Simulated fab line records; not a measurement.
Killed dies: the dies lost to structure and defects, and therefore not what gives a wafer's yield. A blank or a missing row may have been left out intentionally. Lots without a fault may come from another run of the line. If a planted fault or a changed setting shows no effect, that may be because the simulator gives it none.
2 desks, one fault | flow sky130 | numbers are kept per desk, each desk with only its own; the story behind them comes last

THE TOOL OWNER'S DESK: implanter-01
SKY_LDD_P_IMPLANT_09, tool's own readings: per-lot mean of the sampled wafers with a number, covering each lot this tool ran. Any lot whose mean is over 4 standard deviations away from the usual mean is out of limits and marked OUT; that distance is given in the brackets.
Columns: A = beam_energy_keV at SKY_LDD_P_IMPLANT_09, usual 25.001; B = dose_ions_cm2 at SKY_LDD_P_IMPLANT_09, usual 1.0001e+13
lot  | first seen here | A                        | B
L889 | day 19 00:05    | 25.001                   | 1.0019e+13
L892 | day 20 01:58    | 25.006                   | 1.0005e+13
L895 | day 21 01:53    | 25.001                   | 1.0000e+13
L905 | day 25 12:57    | 26.503 (+99 or more) OUT | 1.0004e+13
L906 | day 26 02:47    | 26.489 (+99 or more) OUT | 9.9973e+12
Finding of this desk: L905, L906 out of limits; the first was L905 at day 25 12:57, on beam_energy_keV at SKY_LDD_P_IMPLANT_09. Within limits: L889, L892, L895.

AT THE METROLOGY DESK
What the gauges read, lot by lot, whatever tool the lot ran on: means of the sampled wafers that have a number. Any lot whose mean is over 4 standard deviations away from the usual mean is out of limits and marked OUT; that distance is given in the brackets.
Columns: A = NWELL_RS at SKY_NWELL_RS_MEAS_29, usual 624.7 ohm/sq; B = VT_ADJUST_LVTN_OVL at SKY_VT_ADJUST_LVTN_OVL_MEAS_07, usual 0.5 nm
lot  | first seen here | A     | B
L889 | day 5 10:01     | 624.4 | 1.9
L892 | day 6 00:31     | 624.1 | -0.6
L893 | day 6 08:49     | 624.9 | 0.7
L894 | day 6 14:06     | 624.4 | 2.0
L895 | day 6 17:23     | 622.2 | -0.4
L898 | day 7 11:26     | 625.9 | 1.1
L899 | day 7 18:02     | 623.7 | 1.1
L905 | day 9 21:32     | 626.7 | -0.5
L906 | day 10 03:10    | 624.4 | 0.1
L909 | day 10 14:50    | 625.4 | 0.1
L911 | day 10 22:37    | 623.9 | -0.6
L910 | day 10 23:32    | 624.9 | 0.0
L912 | day 11 04:52    | 623.5 | 1.3
This desk's finding: nothing out of limits on any of the 13 lots.

ALL TOGETHER
The tool owner's desk had the chance to raise an alarm at day 25 12:57 on L905, L906.
Metrology desk: nothing out of limits seen.
The metrology desk has L905, L906 on record, within its limits.
SKY_LDD_P_IMPLANT_09 was run on implanter-01 by each of the lots named.

WHAT THE SIMULATOR PUT IN
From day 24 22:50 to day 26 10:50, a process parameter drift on implanter-01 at SKY_LDD_P_IMPLANT_09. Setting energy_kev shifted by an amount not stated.
Struck lots among those shown: L905, L906.
Each desk's first reading out of limits, in hours after the fault started: the tool owner's desk, 14.
